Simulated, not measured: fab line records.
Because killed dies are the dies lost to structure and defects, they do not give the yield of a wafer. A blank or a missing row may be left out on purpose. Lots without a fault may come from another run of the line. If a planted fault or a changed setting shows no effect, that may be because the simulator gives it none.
A struck lot beside a sound one    flow gf180mcu    26 out of 602 route steps
Sound: wafers L396.3, L396.4, L396.5. Struck: wafers L385.1, L385.4, L385.5. Last of all comes the cause.
Order at every step that has rows: each side's tool, ch and its chambers, its first start. Under that, the readings that differ: sound wafers    struck wafers    difference of the means    sigmas: that difference in standard deviations of wafers without a fault.
alike: same words and numbers on both sides, and readings whose means sit less than 2 such deviations apart. not compared: any withheld reading, any reading some wafer has no value for, any bound like >300 that may hide the same value, and any number with overlapping values for which the record gives no deviation.
Wherever a step has rows on one side only, a row that says differs or no value, or a row with sigmas, the two part there. Numbers that have no deviation but don't overlap get no sigmas and don't part them. A reading that every wafer of one side lacks parts them only if that side has two wafers or more.

GF_MVSD_STRIP_10: strips in O2/N2.
  sound on plasma-asher-02 ch 0,1, day 8 09:52; struck on plasma-asher-02 ch 0, day 5 15:17
reading                       sound              struck             difference  sigmas
strip-time-to-endpoint-s (s)  37.26 37.24 37.28  36.98 37.00 36.96  -0.28       -3
  alike: chamber-pressure-mTorr, drypump-motor-current-A, heater-power-w, oes-product-au
  not compared: rf-hours-counter-h
GF_MVSD_TW_MEAS_11:
  struck on film-metro-01, day 5 15:23; sound on film-metro-02, day 8 09:57
  alike: MVSD_TW
then, 7 steps without rows for these wafers: GF_MVPSD_DEHYDRATE_00 (time 60 s); GF_MVPSD_HMDS_01 (prime time 60 s); GF_MVPSD_COAT_02 (resist thk 3000 nm); GF_MVPSD_SOFTBAKE_03; GF_MVPSD_EXPOSE_04 (exposes mask MVPSD, target cd 1000 nm); GF_MVPSD_PEB_05; GF_MVPSD_DEVELOP_06 (develop time 60 s).
GF_MVPSD_OVL_MEAS_07:
  struck on overlay-01, day 6 06:45; sound on overlay-02, day 9 03:08
reading         sound           struck       difference  sigmas
MVPSD_OVL (nm)  -2.2 -1.1 -1.1  0.2 3.1 0.7  +2.8        +2
then, 2 steps without rows for these wafers: GF_MVPSD_IMPLANT_08; GF_MVPSD_IMPLANT_09.
GF_MVPSD_STRIP_10: strips in O2/N2.
  sound on plasma-asher-04 ch 0,1, day 9 03:29; struck on plasma-asher-01 ch 1, day 6 07:05
  no value came back on the struck wafers for any of 5 readings (chamber-pressure-mTorr (mTorr), drypump-motor-current-A (A) and others); on the sound wafers chamber-pressure-mTorr (mTorr) reads 1501.2 1500.2 1499.5
reading                                  sound  struck          difference  sigmas
model.coat_of_MVPSD_COAT_02.thk-nm (nm)  0 0 0  3001 3002 2992  +2998       
  not compared: rf-hours-counter-h
GF_MVPSD_TW_MEAS_11:
  struck on film-metro-01, day 6 07:11; sound on film-metro-04, day 9 03:34
  alike: MVPSD_TW
then, 7 steps without rows for these wafers: GF_VT_IMPLANT_DEHYDRATE_00 (time 60 s); GF_VT_IMPLANT_HMDS_01 (prime time 60 s); GF_VT_IMPLANT_COAT_02 (resist thk 1000 nm); GF_VT_IMPLANT_SOFTBAKE_03 (time 60 s); GF_VT_IMPLANT_EXPOSE_04 (exposes mask LVPWELL LV AREA, target cd 600 nm); GF_VT_IMPLANT_PEB_05; GF_VT_IMPLANT_DEVELOP_06 (develop time 60 s).
GF_VT_IMPLANT_OVL_MEAS_07:
  struck on overlay-01, day 6 22:00; sound on overlay-02, day 9 21:22
  alike: VT_IMPLANT_OVL
next, for these wafers, 1 step has no rows: GF_VT_IMPLANT_IMPLANT_08.
GF_VT_IMPLANT_STRIP_09: strips in O2/N2.
  sound on plasma-asher-01 ch 0,1, day 9 21:35; struck on plasma-asher-03 ch 0,1, day 6 22:11
reading                       sound                 struck                difference  sigmas
oes-product-au (a.u.)         0.717 0.709 0.715     0.728 0.724 0.733     +0.015      +3
strip-time-to-endpoint-s (s)  12.634 12.595 12.611  57.227 57.224 57.034  +44.548     +99 or more
  alike: chamber-pressure-mTorr, drypump-motor-current-A, heater-power-w
  not compared: rf-hours-counter-h
GF_VT_IMPLANT_TW_MEAS_10:
  struck on film-metro-04, day 6 22:17; sound on film-metro-02, day 9 21:40
reading        sound        struck    difference  sigmas
VT_IMPLANT_TW  568 570 568  29 29 29  -540        -86
then, 1 step without rows for these wafers: GF_VT_IMPLANT_DEHYDRATE_11 (time 60 s).

== WHERE THEY PART ==
Last at GF_VT_IMPLANT_TW_MEAS_10 as far as this record goes, first at GF_MVSD_STRIP_10.

WHY: what the simulator had put in
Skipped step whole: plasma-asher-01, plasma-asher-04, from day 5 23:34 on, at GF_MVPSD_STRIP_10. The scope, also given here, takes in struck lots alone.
